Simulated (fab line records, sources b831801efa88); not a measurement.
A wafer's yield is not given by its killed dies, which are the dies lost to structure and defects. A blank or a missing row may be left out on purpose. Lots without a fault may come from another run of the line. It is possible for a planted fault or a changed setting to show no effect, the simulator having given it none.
Struck lot and sound lot, side by side | flow sky130 | 22 steps out of a route of 708
Sound: these wafers, L417.1, L417.3, L417.4. Struck: wafers L427.1, L427.2, L427.4. The cause comes at the end.
Per side, at each step with rows, come the tool, then ch with its chambers, and then its first start. Under that, the readings that differ: sound wafers | struck wafers | difference of the means | sigmas: that difference in standard deviations of wafers without a fault.
alike: a reading whose means differ by less than 2 such deviations, as well as words and numbers matching on both sides. not compared: withheld readings; readings where some wafer has no value; bounds like >300 that might hide an equal value; numbers whose values overlap and for which the record gives no deviation.
The two part at a step that has a row with sigmas, a row that says differs or no value, or rows on one side only. Non-overlapping numbers with no deviation appear without sigmas and do not part them. A reading missing from all wafers of one side parts the sides only when that side holds two or more wafers.

first, 5 steps without rows for these wafers: SKY_VT_ADJUST_HVTR_COAT_02 (resist thk 1140 nm); SKY_VT_ADJUST_HVTR_SOFTBAKE_03 (time 60 s); SKY_VT_ADJUST_HVTR_EXPOSE_04 (exposes mask HVTRM, target cd 380 nm); SKY_VT_ADJUST_HVTR_PEB_05; SKY_VT_ADJUST_HVTR_DEVELOP_06 (develop time 60 s).
SKY_VT_ADJUST_HVTR_CD_MEAS_07: target cd 380 nm.
  sound on cd-sem-01 at day 9 19:31; struck on cd-sem-02 at day 12 18:13
  alike: cd-nm
SKY_VT_ADJUST_HVTR_OVL_MEAS_08:
  sound on overlay-01 at day 9 19:38; struck on overlay-02 at day 12 18:20
  alike: VT_ADJUST_HVTR_OVL
following that, these wafers have no rows for 1 step: SKY_VT_ADJUST_HVTR_IMPLANT_09.
SKY_VT_ADJUST_HVTR_STRIP_10: strips in O2/N2.
  sound on plasma-asher-04 ch 0,1, day 9 19:49; struck on plasma-asher-03 ch 0,1, day 12 18:31
  alike: drypump-motor-current-A, oes-product-au, strip-time-to-endpoint-s
  not compared: rf-hours-counter-h
SKY_VT_ADJUST_HVTR_TW_MEAS_11:
  sound on film-metro-01 at day 9 19:55; struck on film-metro-04 at day 12 18:37
  reading           | sound             | struck            | difference | sigmas
  VT_ADJUST_HVTR_TW | 209.3 209.5 208.5 | 211.4 212.1 213.4 | +3.2       | +2
then, 2 steps without rows for these wafers: SKY_VT_ADJUST_PCH_DEHYDRATE_00 (time 60 s); SKY_VT_ADJUST_PCH_HMDS_01 (prime time 60 s).
SKY_VT_ADJUST_PCH_COAT_02: resist thk 3000 nm.
  sound on litho-track-04 ch 0, day 10 06:33; struck on litho-track-04 ch 0, day 13 07:12
  reading                                         | sound                | struck               | difference | sigmas
  spin-speed-rpm (rpm)                            | 1999.9 2001.4 1998.5 | 2328.6 2329.5 2327.9 | +328.7     | +99 or more
  model.coat_of_VT_ADJUST_PCH_COAT_02.thk-nm (nm) | 3014 3006 3005       | 2789 2785 2786       | -222       |
  alike: exhaust-pa
then, 3 steps without rows for these wafers: SKY_VT_ADJUST_PCH_SOFTBAKE_03; SKY_VT_ADJUST_PCH_EXPOSE_04 (exposes mask NWM, target cd 840 nm); SKY_VT_ADJUST_PCH_PEB_05.
SKY_VT_ADJUST_PCH_DEVELOP_06: develop time 60 s.
  sound: litho-track-04 ch 0; struck: litho-track-04 ch 0
  reading                                         | sound          | struck         | difference | sigmas
  model.coat_of_VT_ADJUST_PCH_COAT_02.thk-nm (nm) | 3009 3001 3001 | 2785 2780 2781 | -222       |
  alike: exhaust-pa
SKY_VT_ADJUST_PCH_OVL_MEAS_07:
  sound on overlay-02 at day 10 18:27; struck on overlay-01 at day 13 20:00
  alike: VT_ADJUST_PCH_OVL
following that, these wafers have no rows for 1 step: SKY_VT_ADJUST_PCH_IMPLANT_08.
SKY_VT_ADJUST_PCH_STRIP_09: strips in O2/N2.
  sound on plasma-asher-01 ch 0,1, day 10 18:38; struck on plasma-asher-02 ch 0,1, day 13 20:11
  reading                      | sound             | struck            | difference | sigmas
  strip-time-to-endpoint-s (s) | 37.08 36.97 36.97 | 34.50 34.44 34.46 | -2.54      | -25
  alike: drypump-motor-current-A, oes-product-au
  not compared: rf-hours-counter-h
SKY_VT_ADJUST_PCH_TW_MEAS_10:
  sound on film-metro-01 at day 10 18:44; struck on film-metro-02 at day 13 20:17
  alike: VT_ADJUST_PCH_TW
-- the record jumps here: 35 days lie between the struck wafers' starts before and after (it left off in module VT_ADJUST_PCH and takes up again in module PAD_OPEN, whose first step shown is number 708 of the route) --
SKY_PAD_OPEN_PROBE_99:
  sound on prober-02 at day 46 10:22; struck on prober-02 at day 49 00:40
  alike: killed_at_M0_to_M3, killed_at_M4_up, killed-at-contacts, killed-at-front-end, killed-at-other, killed-dies, killed-open, killed-short

== WHERE THEY PART ==
Last at SKY_VT_ADJUST_PCH_STRIP_09 as far as this record goes, first at SKY_VT_ADJUST_HVTR_TW_MEAS_11. Later steps at which nothing parts them and some readings are alike: SKY_VT_ADJUST_PCH_TW_MEAS_10, SKY_PAD_OPEN_PROBE_99.

WHY: the cause the simulator had injected
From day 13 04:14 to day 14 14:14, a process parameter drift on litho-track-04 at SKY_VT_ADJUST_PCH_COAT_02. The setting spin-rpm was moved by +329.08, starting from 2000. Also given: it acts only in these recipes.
